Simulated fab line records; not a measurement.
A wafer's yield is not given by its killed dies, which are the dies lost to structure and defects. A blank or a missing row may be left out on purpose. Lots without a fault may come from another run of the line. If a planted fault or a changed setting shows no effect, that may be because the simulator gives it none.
One fault through the eyes of 2 desks / flow sky130 / numbers are kept per desk, each desk with only its own; the story behind them comes last

== TOOL OWNER'S DESK, ilineStepper-02 ==
The tool's own readings at SKY_VT_ADJUST_HVTR_EXPOSE_04 (exposes mask HVTRM, target cd 380 nm): means of the sampled wafers that have a number, for each lot that ran on this tool. Marked OUT: a lot whose mean sits more than 4 standard deviations from the usual mean, which makes it out of limits; the brackets give that distance.
Columns: A = exposureDoseMJCm2 at SKY_VT_ADJUST_HVTR_EXPOSE_04, usual 149.56; B = focusOffsetNm at SKY_VT_ADJUST_HVTR_EXPOSE_04, usual 0.1 nm; C = reticleTempC at SKY_VT_ADJUST_HVTR_EXPOSE_04, usual 22.98 C
lot=L471; first seen here=day 9 04:27; A=149.60; B=0.3; C=23.00
lot=L472; first seen here=day 9 11:19; A=149.69; B=0.2; C=23.12
lot=L476; first seen here=day 10 11:53; A=149.52; B=0.6; C=22.85
lot=L477; first seen here=day 10 17:53; A=149.52; B=0.1; C=22.95
lot=L479; first seen here=day 11 12:43; A=154.61 (+34) OUT; B=-0.1; C=23.00
lot=L480; first seen here=day 11 17:25; A=154.39 (+32) OUT; B=0.6; C=22.85
lot=L486; first seen here=day 13 11:07; A=152.70 (+21) OUT; B=-0.2; C=22.91
Finding of this desk: L479, L480, L486 out of limits; the first was L479 at day 11 12:43, on exposureDoseMJCm2 at SKY_VT_ADJUST_HVTR_EXPOSE_04. L471, L472, L476, L477: within limits.

== AT THE METROLOGY DESK ==
Lot by lot, what the gauges showed, no matter which tool ran the lot: averages of those sampled wafers that carry a number. Marked OUT: a lot whose mean sits more than 4 standard deviations from the usual mean, which makes it out of limits; the brackets give that distance.
Columns: A = cdNm at SKY_VT_ADJUST_HVTP_CD_MEAS_07, usual 379.4 nm; B = VT_ADJUST_LVTN_2_TW at SKY_VT_ADJUST_LVTN_TW_MEAS_21, usual 189.3; C = cdNm at SKY_VT_ADJUST_HVTR_CD_MEAS_07, usual 379.8 nm
lot=L471; first seen here=day 6 04:08; A=380.5; B=186.9; C=373.4
lot=L472; first seen here=day 6 11:28; A=377.9; B=188.3; C=380.4
lot=L473; first seen here=day 6 15:08; A=379.3; B=191.4; C=383.2
lot=L475; first seen here=day 7 04:47; A=378.0; B=187.8; C=379.0
lot=L476; first seen here=day 7 07:54; A=377.2; B=189.4; C=380.8
lot=L477; first seen here=day 7 12:58; A=378.7; B=189.3; C=375.4
lot=L479; first seen here=day 8 05:34; A=377.5; B=187.6; C=387.6
lot=L480; first seen here=day 8 10:08; A=373.9; B=188.0; C=390.6
lot=L483; first seen here=day 9 05:38; A=379.3; B=188.8; C=380.7
lot=L486; first seen here=day 9 23:47; A=375.8; B=188.9; C=384.0
lot=L489; first seen here=day 10 23:04; A=385.8; B=188.5; C=377.2
lot=L494; first seen here=day 12 01:09; A=375.6; B=191.1; C=379.8
Result from this desk: across the 12 lots, nothing is out of limits.

== TAKEN TOGETHER ==
An alarm could have come from the tool owner's desk at day 11 12:43, on L479, L480, L486.
The metrology desk saw nothing out of limits.
The metrology desk has L479, L480, L486 on record, within its limits.
On ilineStepper-02, each named lot ran SKY_VT_ADJUST_HVTR_EXPOSE_04.

== WHAT HAD BEEN PUT IN BY THE SIMULATOR ==
Process parameters drifting: ilineStepper-02 at SKY_VT_ADJUST_HVTR_EXPOSE_04, beginning at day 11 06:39. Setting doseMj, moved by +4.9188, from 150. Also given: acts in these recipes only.
Shown lots that were struck: L479, L480, L486.
Delay in hours, fault start to first out-of-limits reading, by desk: the tool owner's desk at 6.
